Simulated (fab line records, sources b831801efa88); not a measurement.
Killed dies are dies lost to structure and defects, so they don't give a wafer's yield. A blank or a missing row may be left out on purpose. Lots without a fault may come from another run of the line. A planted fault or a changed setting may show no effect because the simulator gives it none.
One fault seen from 2 desks | flow gf180mcu | each desk has only its own numbers; what lay behind them comes last

THE METROLOGY DESK
What the gauges read, lot by lot, whatever tool the lot ran on: means of the sampled wafers that have a number. A lot is out of limits, marked OUT, if its mean lies more than 4 standard deviations from the usual mean; the brackets give that distance.
Columns: A = V1_CVD_00_THK at GF_V1_THK_MEAS_01, usual 600 nm; B = V1_CVD_02_THK at GF_V1_THK_MEAS_03, usual 856 nm
lot  | first seen here | A   | B
L281 | day 17 20:42    | 601 | 857
L283 | day 18 12:11    | 590 | 857
L284 | day 19 02:22    | 596 | 850
L292 | day 22 01:34    | 607 | 860
L293 | day 22 10:49    | 609 | 862
L294 | day 23 01:17    | 592 | 853
L295 | day 23 11:49    | 604 | 854
L296 | day 23 21:49    | 592 | 863
L297 | day 23 22:25    | 603 | 831
L298 | day 24 00:00    | 597 | 863
L299 | day 24 09:53    | 600 | 857
L300 | day 24 16:32    | 603 | 868
L301 | day 25 03:32    | 600 | 856
L302 | day 25 06:59    | 599 | 842
This desk's finding: nothing out of limits on any of the 14 lots.

THE TOOL OWNER'S DESK: pvd_sputter-03
The tool's own readings at GF_SALICIDE_SPUTTER_03 (material TiN, target thk 20 nm, time 16.7 s): means of the sampled wafers that have a number, for each lot that ran on this tool. A lot is out of limits, marked OUT, if its mean lies more than 4 standard deviations from the usual mean; the brackets give that distance.
Columns: A = chamber_pressure_pa at GF_SALICIDE_SPUTTER_03, usual 0.4000 Pa; B = throttle_valve_pct at GF_SALICIDE_SPUTTER_03, usual 30.3 %
lot  | first seen here | A                | B
L281 | day 15 20:41    | 0.4001           | 29.9
L283 | day 16 09:17    | 0.3757 (-29) OUT | 31.3
L284 | day 16 23:31    | 0.3768 (-28) OUT | 31.3
L296 | day 21 19:58    | 0.4002           | 30.3
L298 | day 21 22:53    | 0.4003           | 29.9
L302 | day 23 07:31    | 0.3994           | 29.6
This desk's finding: out of limits on L283, L284; first on L283, day 16 09:17 (chamber_pressure_pa at GF_SALICIDE_SPUTTER_03). In limits: L281, L296, L298, L302.

PUT TOGETHER
The tool owner's desk could have raised an alarm at day 16 09:17, on L283, L284.
The metrology desk saw nothing out of limits.
The metrology desk has L283, L284 on record, within its limits.
Of the lots named, all ran GF_SALICIDE_SPUTTER_03 on pvd_sputter-03.

WHAT THE SIMULATOR HAD PUT IN
Process parameter drift: pvd_sputter-03, from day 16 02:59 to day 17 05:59, at GF_SALICIDE_SPUTTER_03. Setting chamber_pressure_pa, moved by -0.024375, from 0.4. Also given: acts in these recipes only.
Lots struck among those shown: L283, L284.
Hours from the fault's start to each desk's first reading out of limits: the tool owner's desk, 6.
